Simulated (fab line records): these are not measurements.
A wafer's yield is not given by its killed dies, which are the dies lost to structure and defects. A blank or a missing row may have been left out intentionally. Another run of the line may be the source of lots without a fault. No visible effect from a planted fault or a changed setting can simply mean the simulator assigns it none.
2 desks, one fault | flow gf180mcu | what lay behind the numbers comes last; until then each desk has only its own

## THE TOOL OWNER'S DESK: pvd-sputter-01
At GF_M4_SPUTTER_01 (material TiN, target thk 30 nm, time 25 s) the tool's own readings: per lot run on this tool, the mean of the sampled wafers that have a number. A lot is out of limits, marked OUT, if its mean lies more than 4 standard deviations from the usual mean; the brackets give that distance.
Columns: A = throttle-valve-pct at GF_M4_SPUTTER_01, usual 29.7 %
lot  | first seen here | A
L841 | day 24 10:30    | 28.6
L848 | day 26 11:01    | 29.3
L849 | day 26 13:55    | 29.3
This desk's verdict: no lot among the 3 shows anything out of limits.

## FROM THE METROLOGY DESK
What the gauges read, lot by lot, whatever tool the lot ran on: means of the sampled wafers that have a number. A lot is out of limits, marked OUT, if its mean lies more than 4 standard deviations from the usual mean; the brackets give that distance.
Columns: A = V3_W_RS at GF_V3_RS_MEAS_24, usual 0.328 ohm/sq; B = V3_W_THK at GF_V3_THK_MEAS_25, usual 348 nm
lot  | first seen here | A     | B
L842 | day 24 06:09    | 0.324 | 351
L841 | day 24 09:55    | 0.324 | 350
L847 | day 26 01:49    | 0.330 | 346
L848 | day 26 10:26    | 0.332 | 344
L849 | day 26 13:20    | 0.330 | 345
L856 | day 28 17:52    | 0.327 | 351
This desk's verdict: no lot among the 6 shows anything out of limits.

## BROUGHT TOGETHER
Nothing out of limits was seen by the tool owner's desk.
Metrology desk: nothing out of limits seen.

## WHAT THE SIMULATOR HAD PUT IN
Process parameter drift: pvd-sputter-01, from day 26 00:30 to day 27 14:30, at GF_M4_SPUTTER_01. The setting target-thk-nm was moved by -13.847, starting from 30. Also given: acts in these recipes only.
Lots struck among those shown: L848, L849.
